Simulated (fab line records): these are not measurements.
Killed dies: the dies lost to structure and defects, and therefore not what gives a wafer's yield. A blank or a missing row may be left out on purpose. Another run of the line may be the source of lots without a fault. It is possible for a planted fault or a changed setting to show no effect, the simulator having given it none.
Chamber matching | flow sky130 | 4 sister chambers for SKY_CONTACT_ETCH_16 on rieDiel-04
The step etches BARC in N2/H2, stops on SiO2, time 45.9 s, target depth 60 nm. 27 wafers are shown with their chamber, then 12 later ones without.

## WAFERS WITH THEIR CHAMBER
wafer  | chamber | drypumpMotorCurrentA (A) | rfFwdPowerW (W) | throttleValvePct (%)
L074.2 | 2       | 6.0                      | 494.4           | 13.229
L074.3 | 1       | 5.5                      | 490.7           | 13.218
L074.5 | 1       | 5.5                      | 492.4           | 13.223
L075.2 | 2       | 6.0                      | 495.5           | 13.216
L075.3 | 3       | 5.8                      | 494.3           | 13.225
L075.6 | 0       | 6.5                      | 494.6           | 13.228
L079.1 | 2       | 6.0                      | 496.2           | 13.243
L079.2 | 1       | 5.6                      | 493.5           | 13.226
L079.6 | 2       | 5.9                      | 494.9           | 13.231
L082.1 | 0       | 6.5                      | 496.5           | 13.227
L082.2 | 3       | 5.8                      | 499.4           | 13.225
L082.5 | 0       | 6.5                      | 498.3           | 13.230
L083.1 | 2       | 6.0                      | 494.7           | 13.233
L083.4 | 3       | 5.7                      | 496.1           | 13.205
L083.6 | 0       | 6.5                      | 492.1           | 13.220
L084.2 | 1       | 5.5                      | 493.9           | 13.216
L084.4 | 3       | 5.8                      | 493.5           | 13.208
L084.5 | 2       | 6.0                      | 496.3           | 13.225
L086.1 | 3       | 5.8                      | 496.6           | 13.233
L086.2 | 0       | 6.5                      | 496.7           | 13.226
L086.6 | 2       | 6.0                      | 495.7           | 13.236
L088.1 | 0       | 6.5                      | 493.6           | 13.223
L088.3 | 3       | 5.8                      | 494.7           | 13.217
L088.6 | 0       | 6.5                      | 495.1           | 13.213
L090.1 | 2       | 5.9                      | 495.1           | 13.210
L090.2 | 3       | 5.8                      | 495.0           | 13.234
L090.6 | 2       | 6.0                      | 495.9           | 13.224

SIGNATURES (means of the wafers above)
reading              | chamber 0 | chamber 1 | chamber 2 | chamber 3 | scatter within a chamber
drypumpMotorCurrentA | 6.500     | 5.525     | 5.978     | 5.786     | 0.0371
rfFwdPowerW          | 495.271   | 492.625   | 495.411   | 495.657   | 1.6
throttleValvePct     | 13.22386  | 13.22075  | 13.22744  | 13.22100  | 0.00901
Rule: a wafer's distance from a chamber is the root of the sum, over the readings, of the square of ((its reading less the chamber's mean) divided by the reading's scatter). If the next closest chamber is less than 2 further off than the closest, the wafer can't be placed; otherwise it belongs to the closest. How the scatter is found: for the shown wafers, subtract from each reading the mean of its chamber, square and add these, divide the total by (wafers less chambers), then take the root.

## WAFERS WITHOUT THEIR CHAMBER
wafer  | drypumpMotorCurrentA (A) | rfFwdPowerW (W) | throttleValvePct (%)
L093.1 | 5.5                      | 492.0           | 13.220
L093.4 | 5.8                      | 494.2           | 13.230
L093.6 | 5.8                      | 495.5           | 13.215
L095.1 | 5.8                      | 497.3           | 13.238
L095.3 | 6.5                      | 497.1           | 13.224
L095.6 | 5.8                      | 495.0           | 13.230
L096.1 | 5.5                      | 493.8           | 13.229
L096.2 | 6.0                      | 494.0           | 13.233
L096.5 | 5.8                      | 495.1           | 13.212
L097.3 | 5.8                      | 490.9           | 13.220
L097.5 | 6.5                      | 498.1           | 13.217
L097.6 | 5.8                      | 495.0           | 13.225

## EACH ONE'S CHAMBER
wafer  | from the rows above | in truth
L093.1 | 1                   | 1
L093.4 | 3                   | 3
L093.6 | 3                   | 3
L095.1 | 3                   | 3
L095.3 | 0                   | 0
L095.6 | 3                   | 3
L096.1 | 1                   | 1
L096.2 | 2                   | 2
L096.5 | 3                   | 3
L097.3 | 3                   | 3
L097.5 | 0                   | 0
L097.6 | 3                   | 3
Correct placement for 12 of the 12. Not placeable from these rows: 0. Placed wrongly: 0.
